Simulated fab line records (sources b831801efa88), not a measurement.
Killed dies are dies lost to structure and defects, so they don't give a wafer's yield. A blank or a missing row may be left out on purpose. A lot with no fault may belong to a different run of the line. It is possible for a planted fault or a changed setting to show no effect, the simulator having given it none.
fab line records | flow sky130
[record] lots = 6 wafers = 18 last_day = 49
route steps=708 shown VT_ADJUST_HVTP@93 VT_ADJUST_LVTN@97 PAD_OPEN@708
lots with no fault: from the same line, run without faults
start_h: hours from the record's opening day to when the first of the lot's shown wafers began | wait_h: hours from the lot's prior step to this one | " identical to the entry in the row above | L1.1+2: a row that stands for several wafers | - no value present, or no start provided | * or withheld: withheld | < > ~ a bound
route shown NAME@n: names a module that has steps shown in the file, with the first one's number in the route | usual: mean/standard deviation of fault-free wafers | same: alike in all rows | chamber/n: place in a boat | sites: each site's reading | _std_site: standard deviation of those values | _edge_site: the outer-site mean with the inner-site mean subtracted | radius_mm: for every site, how far away it sits from the centre of the wafer | mask NAME#n: copy n | behind: the last tool/chamber to shape the wafer | hold: what put the lot on hold/how long, in hours/how the hold closed | device: which transistor (n, p or np) failed to switch | end of line: tests run on the same wafers once the route is complete | a step without rows: its recipe alone | killed: the dies lost at the first sort to structure and to defects; this is not the yield of the wafer | map: shows each die of a wafer: x if killed, . if not, _ if none is there
set.NAME: the setting that was run; set.NAME@STEP: the one run at that earlier step | model.NAME: the simulator's own value behind a step, which no gauge read
lots at some steps of the route; a table a step, a row a wafer
services: from which hour (start_h, from the record's first day; less than 0 if before it) a tool's chamber was out of use, for how many hours, and why
[[steps]]
[step SKY_VT_ADJUST_HVTP_OVL_MEAS_08]
[usual] VT_ADJUST_HVTP_OVL = 0.9/1.2
// columns lot.wafer tool chamber start_h wait_h VT_ADJUST_HVTP_OVL[nm]
L629.3 overlay-01 - 160.73 0.1 0.4
L629.5 " - " " 0.9
L629.6 " - " " 0.0
L633.1 overlay-02 - 183.09 0.1 2.0
L633.2 " - " " 2.1
L633.4 " - " " -0.9
L634.2 overlay-01 - 195.68 0.1 0.4
L634.3 " - " " 0.8
L634.4 " - " " 1.6
L635.2 overlay-01 - 201.68 0.1 1.4
L635.4 " - " " 2.7
L635.5 " - " " 1.0
L636.2 overlay-01 - 210.94 0.1 1.2
L636.4 " - " " 0.4
L636.6 " - " " 3.3
L642.1 overlay-02 - 240.92 0.1 1.6
L642.3 " - " " -1.1
L642.4 " - " " 1.3
[step SKY_VT_ADJUST_HVTP_IMPLANT_09]
[recipe] species = As energy_kev = 150 dose_cm2 = 4.3e+12 tilt_deg = withheld
[step SKY_VT_ADJUST_HVTP_STRIP_10]
[recipe] chemistry = O2/N2 power_w = 1400 pressure_mtorr = 1500 platen_temp_c = withheld o2_flow_sccm = 3000 n2_flow_sccm = 300 overash_fraction = 0.5
[usual] drypump_motor_current_A = 5.4/0.48 oes_product_au = 0.716/0.0044 strip_time_to_endpoint_s = 14.18/0.044
// columns lot.wafer tool chamber start_h wait_h drypump_motor_current_A oes_product_au rf_hours_counter_h strip_time_to_endpoint_s
L629.3 plasma_asher-03 0 160.94 0.1 6.0 0.721 - 14.19
L629.5 " 0 " " 6.0 0.711 - 14.23
L629.6 " 1 " " 5.6 0.712 - 14.19
L633.1 plasma_asher-04 0 183.27 0.1 5.6 0.719 37 14.16
L633.2 " 1 " " 5.1 0.723 37 14.20
L633.4 " 0 " " 5.6 0.715 - 14.16
L634.2 plasma_asher-02 1 195.86 0.1 4.7 0.714 52 14.21
L634.3 " 0 " " 5.9 0.715 - 14.18
L634.4 " 1 " " 4.7 0.708 - 14.19
L635.2 plasma_asher-02 1 201.86 0.1 4.7 0.713 53 14.15
L635.4 " 0 " " 5.9 0.713 - 14.18
L635.5 " 0 " " 5.8 0.713 - 14.18
L636.2 plasma_asher-04 0 211.12 0.1 5.7 0.712 40 14.15
L636.4 " 0 " " 5.6 0.716 - 14.17
L636.6 " 1 " " 5.1 0.712 - 14.10
L642.1 plasma_asher-03 0 241.10 0.1 6.0 0.714 56 14.23
L642.3 " 1 " " 5.5 0.725 - 14.17
L642.4 " 0 " " 6.0 0.717 - 14.17
[step SKY_VT_ADJUST_HVTP_TW_MEAS_11]
[usual] VT_ADJUST_HVTP_TW = 1354/6.7
// columns lot.wafer tool chamber start_h wait_h VT_ADJUST_HVTP_TW
L629.3 film_metro-03 - 161.02 0.1 1352
L629.5 " - " " 1345
L629.6 " - " " 1356
L633.1 film_metro-02 - 183.37 0.1 1354
L633.2 " - " " 1368
L633.4 " - " " 1361
L634.2 film_metro-03 - 195.97 0.1 1360
L634.3 " - " " 1357
L634.4 " - " " 1355
L635.2 film_metro-02 - 201.97 0.1 1353
L635.4 " - " " 1349
L635.5 " - " " 1349
L636.2 film_metro-03 - 211.23 0.1 1349
L636.4 " - " " 1360
L636.6 " - " " 1357
L642.1 film_metro-01 - 241.20 0.1 1353
L642.3 " - " " 1353
L642.4 " - " " 1355
[step SKY_VT_ADJUST_LVTN_DEHYDRATE_00]
[recipe] temp_c = 200 time_s = 60
[step SKY_VT_ADJUST_LVTN_HMDS_01]
[recipe] prime_time_s = 60 prime_temp_c = 120
[step SKY_VT_ADJUST_LVTN_COAT_02]
[recipe] spin_rpm = 2000 resist_thk_nm = 3000
[step SKY_VT_ADJUST_LVTN_SOFTBAKE_03]
[recipe] temp_c = 110 time_s = withheld
[step SKY_VT_ADJUST_LVTN_EXPOSE_04]
[recipe] mask_id = NWM_COMPLEMENT_LESS_NATIVE na = 0.6 source_shape = conventional sigma_outer = 0.6 polarization = unpolarized target_cd_nm = 840 dose_mj = 194
[step SKY_VT_ADJUST_LVTN_PEB_05]
[recipe] temp_c = 115 time_s = withheld
[step SKY_VT_ADJUST_LVTN_DEVELOP_06]
[recipe] wall_angle_deg = 90 developer = TMAH develop_time_s = 61 dev_temp_c = 23
[step SKY_VT_ADJUST_LVTN_OVL_MEAS_07]
[usual] VT_ADJUST_LVTN_OVL = 0.8/1.7
// columns lot.wafer tool chamber start_h wait_h VT_ADJUST_LVTN_OVL[nm]
L629.3 overlay-02 - 181.53 - -0.9
L629.5 " - " " -2.4
L629.6 " - " " -0.3
L633.1 overlay-02 - 204.85 - 1.1
L633.2 " - " " 1.2
L633.4 " - " " 0.5
L634.2 overlay-01 - 217.56 - 0.3
L634.3 " - " " -0.9
L634.4 " - " " 1.4
L635.2 overlay-02 - 223.76 - -0.2
L635.4 " - " " 0.1
L635.5 " - " " -1.5
L636.2 overlay-01 - 233.16 - 2.8
L636.4 " - " " 1.1
L636.6 " - " " 1.8
L642.1 overlay-02 - 263.97 - 1.9
L642.3 " - " " 2.7
L642.4 " - " " 0.8
[step SKY_VT_ADJUST_LVTN_IMPLANT_08]
[recipe] species = B energy_kev = 30.31 dose_cm2 = 1.57e+12 tilt_deg = withheld
[usual] dose_ions_cm2 = 1.57e+12/1.8e+09 faraday_current_uA = 8.84/0.18
// columns lot.wafer tool chamber start_h wait_h dose_ions_cm2 faraday_current_uA
L629.3 implanter-03 0 181.60 0.1 1.57e+12 9.19
L629.5 " 0 " " 1.5702e+12 8.62
L629.6 " 0 " " 1.5684e+12 9.15
L633.1 implanter-02 0 204.88 0.0 1.5712e+12 8.80
L633.2 " 0 " " 1.5716e+12 9.01
L633.4 " 0 " " 1.5709e+12 8.51
L634.2 implanter-03 0 217.61 0.0 1.9916e+12 11.49
L634.3 " 0 " " 1.9904e+12 11.46
L634.4 " 0 " " 1.9894e+12 11.60
L635.2 implanter-01 0 223.81 0.0 1.5686e+12 8.94
L635.4 " 0 " " 1.5696e+12 8.93
L635.5 " 0 " " 1.5699e+12 8.86
L636.2 implanter-03 0 233.21 0.0 1.9923e+12 11.34
L636.4 " 0 " " 1.9898e+12 11.08
L636.6 " 0 " " 1.9897e+12 11.02
L642.1 implanter-02 0 264.00 0.0 1.5711e+12 8.87
L642.3 " 0 " " 1.5709e+12 9.09
L642.4 " 0 " " 1.5715e+12 8.90
[step SKY_VT_ADJUST_LVTN_STRIP_09]
[recipe] chemistry = O2/N2 power_w = 1400 pressure_mtorr = 1500 platen_temp_c = withheld o2_flow_sccm = 3000 n2_flow_sccm = 300 overash_fraction = 0.5
[usual] drypump_motor_current_A = 5.4/0.42 oes_product_au = 0.722/0.0046 strip_time_to_endpoint_s = 36.92/0.11
// columns lot.wafer tool chamber start_h wait_h drypump_motor_current_A oes_product_au rf_hours_counter_h strip_time_to_endpoint_s
L629.3 plasma_asher-01 0 181.74 0.1 5.4 0.719 - 37.01
L629.5 " 1 " " 5.5 0.725 - 36.84
L629.6 " 0 " " 5.4 0.731 - 36.89
L633.1 plasma_asher-04 0 205.03 0.1 5.6 0.722 39 36.83
L633.2 " 1 " " 5.1 0.727 39 36.94
L633.4 " 0 " " 5.6 0.723 - 37.04
L634.2 plasma_asher-04 1 217.74 0.1 5.0 0.723 40 37.01
L634.3 " 1 " " 5.0 0.725 - 36.91
L634.4 " 0 " " 5.6 0.723 - 36.91
L635.2 plasma_asher-01 1 223.94 0.1 5.5 0.730 10 37.00
L635.4 " 1 " " 5.5 0.716 - 37.03
L635.5 " 1 " " 5.5 0.729 - 37.12
L636.2 plasma_asher-02 1 233.34 0.1 4.7 0.725 55 36.96
L636.4 " 0 " " 5.9 0.713 - 37.01
L636.6 " 0 " " 5.9 0.726 - 36.93
L642.1 plasma_asher-02 0 264.15 0.1 5.9 0.719 58 36.81
L642.3 " 0 " " 5.9 0.722 - 36.76
L642.4 " 1 " " 4.7 0.728 - 36.83
[step SKY_VT_ADJUST_LVTN_TW_MEAS_10]
[usual] VT_ADJUST_LVTN_TW = 241.2/1.1
// columns lot.wafer tool chamber start_h wait_h hold VT_ADJUST_LVTN_TW
L629.3 film_metro-01 - 181.82 0.1 - 241.0
L629.5 " - " " - 239.7
L629.6 " - " " - 240.6
L633.1 film_metro-03 - 205.13 0.1 - 241.1
L633.2 " - " " - 241.6
L633.4 " - " " - 242.2
L634.2 film_metro-04 - 217.85 0.1 await_dispo/0.2h/release 259.7
L634.3 " - " " await_dispo/0.2h/release 258.6
L634.4 " - " " await_dispo/0.2h/release 259.9
L634.2 film_metro-04 - 218.07 0.2 - 259.8
L634.3 " - " " - 259.6
L634.4 " - " " - 259.7
L635.2 film_metro-03 - 224.05 0.1 - 239.6
L635.4 " - " " - 239.6
L635.5 " - " " - 240.5
L636.2 film_metro-01 - 233.45 0.1 await_dispo/0.2h/release 259.4
L636.4 " - " " await_dispo/0.2h/release 260.2
L636.6 " - " " await_dispo/0.2h/release 260.9
L636.2 film_metro-01 - 233.67 0.2 - 260.4
L636.4 " - " " - 259.7
L636.6 " - " " - 260.9
L642.1 film_metro-03 - 264.25 0.1 - 241.1
L642.3 " - " " - 241.2
L642.4 " - " " - 241.0
[step SKY_PAD_OPEN_PROBE_99]
[usual] killed_at_M0_to_M3 = 44/7.1 killed_at_M4_up = 3.1/1.9 killed_at_contacts = 25/5.8 killed_at_front_end = 16/4.5 killed_at_other = 0.3/0.52 killed_dies = 88/9.1 killed_open = 48/6.8 killed_short = 39/5.8
[same] gross_dies = 492 killed_at_back_side = 0
// columns lot.wafer tool chamber start_h wait_h killed_at_M0_to_M3 killed_at_M4_up killed_at_contacts killed_at_front_end killed_at_other killed_dies killed_open killed_short model.etest.nfet_01v8_lvt.body_rise_v
L629.3 prober-01 - 1132.25 0.2 34 3 16 16 0 69 35 34 0.1478
L629.5 prober-01 - 1132.35 0.2 49 1 19 12 1 82 43 38 0.1478
L629.6 prober-01 - 1132.40 0.2 51 6 17 12 0 86 47 39 0.1483
L633.1 prober-01 - 1139.30 0.1 40 6 31 21 0 98 49 49 0.1447
L633.2 prober-01 - 1139.35 0.1 46 3 34 12 0 95 49 46 0.1457
L633.4 prober-01 - 1139.45 0.2 38 1 37 12 0 88 47 41 0.1464
L634.2 prober-02 - 1143.39 0.1 42 2 30 13 0 87 46 41 0.1519
L634.3 prober-02 - 1143.44 0.2 31 0 34 8 0 73 36 35 0.1539
L634.4 prober-02 - 1143.49 0.2 60 3 22 8 0 93 45 48 0.1544
L635.2 prober-01 - 1148.01 0.1 42 3 31 15 0 91 56 35 0.1499
L635.4 prober-01 - 1148.11 0.2 28 2 15 31 0 76 37 39 0.1456
L635.5 prober-01 - 1148.16 0.2 37 1 24 18 0 80 45 35 0.1495
L636.2 prober-01 - 1161.17 0.1 49 7 26 9 1 92 47 45 0.1576
L636.4 prober-01 - 1161.27 0.2 55 1 20 15 0 91 44 47 0.1571
L636.6 prober-01 - 1161.37 0.2 49 2 23 18 2 94 55 39 0.1595
L642.1 prober-02 - 1178.16 0.1 43 2 17 14 0 76 42 34 0.1503
L642.3 prober-02 - 1178.26 0.2 42 3 24 9 0 78 48 30 0.1488
L642.4 prober-02 - 1178.31 0.2 49 4 26 22 0 101 59 42 0.1469
// killed by level:class
L629.3 VIA1:geometric_particle:open=8 CONTACT:geometric_particle:open=6 VIA3:geometric_particle:open=6 VIA1:geometric_particle:short=5 FIELD_ISO:geometric_particle:open=4 METAL1:geometric_particle:short=4 METAL3:geometric_particle:short=4 FIELD_ISO:geometric_particle:short=3
L629.5 VIA1:geometric_particle:open=13 VIA1:geometric_particle:short=8 CONTACT:geometric_particle:open=7 METAL1:geometric_particle:short=7 LI_CONTACT:geometric_particle:open=6 METAL2:geometric_particle:short=5 VIA2:geometric_particle:short=5 FIELD_ISO:geometric_particle:open=4
L629.6 VIA1:geometric_particle:open=10 VIA3:geometric_particle:open=8 CONTACT:geometric_particle:open=7 METAL1:geometric_particle:short=7 VIA2:geometric_particle:open=7 METAL2:geometric_particle:short=6 LOCAL_INTERCONNECT:geometric_particle:short=5 POLY_GATE:geometric_particle:open=3
L633.1 VIA1:geometric_particle:open=12 CONTACT:geometric_particle:open=10 LOCAL_INTERCONNECT:geometric_particle:short=8 FIELD_ISO:geometric_particle:short=7 LI_CONTACT:geometric_particle:open=5 CONTACT:geometric_particle:short=4 VIA1:geometric_particle:short=4 METAL2:geometric_particle:short=4
L633.2 VIA1:geometric_particle:open=12 CONTACT:geometric_particle:open=12 CONTACT:geometric_particle:short=6 METAL1:geometric_particle:short=6 POLY_GATE:geometric_particle:short=5 LI_CONTACT:geometric_particle:short=5 LI_CONTACT:geometric_particle:open=5 VIA2:geometric_particle:open=5
L633.4 LOCAL_INTERCONNECT:geometric_particle:short=11 CONTACT:geometric_particle:open=11 VIA1:geometric_particle:open=11 CONTACT:geometric_particle:short=7 VIA1:geometric_particle:short=7 POLY_GATE:geometric_particle:open=5 LI_CONTACT:geometric_particle:open=4 LOCAL_INTERCONNECT:geometric_particle:open=4
L634.2 CONTACT:geometric_particle:open=11 VIA2:geometric_particle:open=9 VIA1:geometric_particle:open=8 LOCAL_INTERCONNECT:geometric_particle:short=7 LI_CONTACT:geometric_particle:open=6 FIELD_ISO:geometric_particle:short=5 CONTACT:geometric_particle:short=5 VIA3:geometric_particle:short=5
L634.3 CONTACT:geometric_particle:open=9 LOCAL_INTERCONNECT:geometric_particle:short=9 CONTACT:geometric_particle:short=7 VIA2:geometric_particle:open=7 LI_CONTACT:geometric_particle:open=5 VIA1:geometric_particle:open=5 METAL2:geometric_particle:short=5 VIA1:geometric_particle:short=4
L634.4 VIA3:geometric_particle:open=10 LI_CONTACT:geometric_particle:open=9 VIA1:geometric_particle:open=9 METAL2:geometric_particle:short=9 VIA2:geometric_particle:open=9 METAL1:geometric_particle:short=6 LOCAL_INTERCONNECT:geometric_particle:short=5 VIA1:geometric_particle:short=5
L635.2 VIA1:geometric_particle:open=13 CONTACT:geometric_particle:open=12 LI_CONTACT:geometric_particle:open=9 VIA2:geometric_particle:open=6 CONTACT:geometric_particle:short=5 VIA3:geometric_particle:open=5 FIELD_ISO:geometric_particle:open=4 POLY_GATE:geometric_particle:open=4
L635.4 VIA1:geometric_particle:open=10 FIELD_ISO:geometric_particle:short=8 POLY_GATE:geometric_particle:short=7 POLY_GATE:geometric_particle:open=6 VIA3:geometric_particle:open=5 FIELD_ISO:geometric_particle:open=4 VIA1:geometric_particle:short=4 SPACER:geometric_particle:short=4
L635.5 METAL2:geometric_particle:short=10 CONTACT:geometric_particle:open=8 VIA1:geometric_particle:open=6 VIA2:geometric_particle:open=6 LI_CONTACT:geometric_particle:open=5 LOCAL_INTERCONNECT:geometric_particle:short=5 VIA3:geometric_particle:open=5 FIELD_ISO:geometric_particle:open=4
L636.2 CONTACT:geometric_particle:open=11 VIA1:geometric_particle:open=8 VIA3:geometric_particle:open=8 VIA2:geometric_particle:open=6 METAL2:geometric_particle:short=5 VIA1:geometric_particle:short=5 VIA3:geometric_particle:short=5 LI_CONTACT:geometric_particle:short=5
L636.4 VIA1:geometric_particle:open=12 VIA2:geometric_particle:open=10 CONTACT:geometric_particle:open=8 FIELD_ISO:geometric_particle:short=6 CONTACT:geometric_particle:short=6 VIA1:geometric_particle:short=6 METAL2:geometric_particle:short=6 VIA2:geometric_particle:short=6
L636.6 VIA3:geometric_particle:open=12 LI_CONTACT:geometric_particle:open=10 VIA1:geometric_particle:open=8 VIA2:geometric_particle:open=7 METAL1:geometric_particle:short=6 CONTACT:geometric_particle:open=5 FIELD_ISO:geometric_particle:open=4 POLY_GATE:geometric_particle:short=4
L642.1 CONTACT:geometric_particle:open=8 METAL1:geometric_particle:short=8 VIA1:geometric_particle:open=7 VIA3:geometric_particle:open=7 METAL2:geometric_particle:short=6 CONTACT:geometric_particle:short=5 VIA2:geometric_particle:open=5 FIELD_ISO:geometric_particle:short=4
L642.3 CONTACT:geometric_particle:open=11 VIA1:geometric_particle:open=8 VIA2:geometric_particle:open=8 LI_CONTACT:geometric_particle:open=6 LI_CONTACT:geometric_particle:short=5 METAL1:geometric_particle:short=5 VIA3:geometric_particle:open=4 METAL1:geometric_particle:open=3
L642.4 CONTACT:geometric_particle:open=9 LI_CONTACT:geometric_particle:open=8 VIA1:geometric_particle:open=7 VIA3:geometric_particle:open=7 VIA2:geometric_particle:open=6 FIELD_ISO:geometric_particle:short=5 POLY_GATE:geometric_particle:open=5 METAL1:geometric_particle:short=5
[[services]]
// columns tool chamber start_h hours kind
plasma_asher-04 - 140.67 2.8 pm
plasma_asher-03 - 142.41 2.2 repair
implanter-03 - 172.46 1.6 repair
plasma_asher-02 - 203.82 4.0 pm
plasma_asher-02 - 211.80 1.2 repair
plasma_asher-01 - 232.03 2.3 repair
implanter-01 - 232.43 1.1 repair
implanter-01 - 234.06 5.3 pm
implanter-03 - 254.03 4.8 pm
[[key]]
[first_sign] step = SKY_VT_ADJUST_LVTN_IMPLANT_08 reading = dose_ions_cm2 direction = up sigmas = 99+ usual = * struck = *
[effect] step = SKY_VT_ADJUST_LVTN_IMPLANT_08 reading = faraday_current_uA direction = up sigmas = 14 usual = 8.84 struck = 11.33
[effect] step = SKY_VT_ADJUST_LVTN_TW_MEAS_10 reading = visit direction = added
[effect] step = SKY_VT_ADJUST_LVTN_TW_MEAS_10 reading = VT_ADJUST_LVTN_TW direction = up sigmas = 17 usual = 241.2 struck = 259.8
[model_effect] step = SKY_PAD_OPEN_PROBE_99 value = etest.nfet_01v8_lvt.body_rise_v without = 0.1498 struck = 0.1557
met_at SKY_VT_ADJUST_LVTN_IMPLANT_08
struck_wafers L634.2,L634.3,L634.4,L636.2,L636.4,L636.6
tester_left_out L634,L636
onset_between 181.60 217.61
[fault] kind = process_parameter_drift tool = implanter-03 chamber = - onset_h = 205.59 steps = SKY_VT_ADJUST_LVTN_IMPLANT_08 channel = dose_cm2 offset = * shape = step end_h = 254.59 acts_in = * stated = *
// tester_left_out: of these lots the tester's yield and bins aren't shown, on N5 and GAA mostly nor the transistor test; their killed dies are dies lost to structure and defects alone, not to doping, threshold or leakage, so they don't give the yield
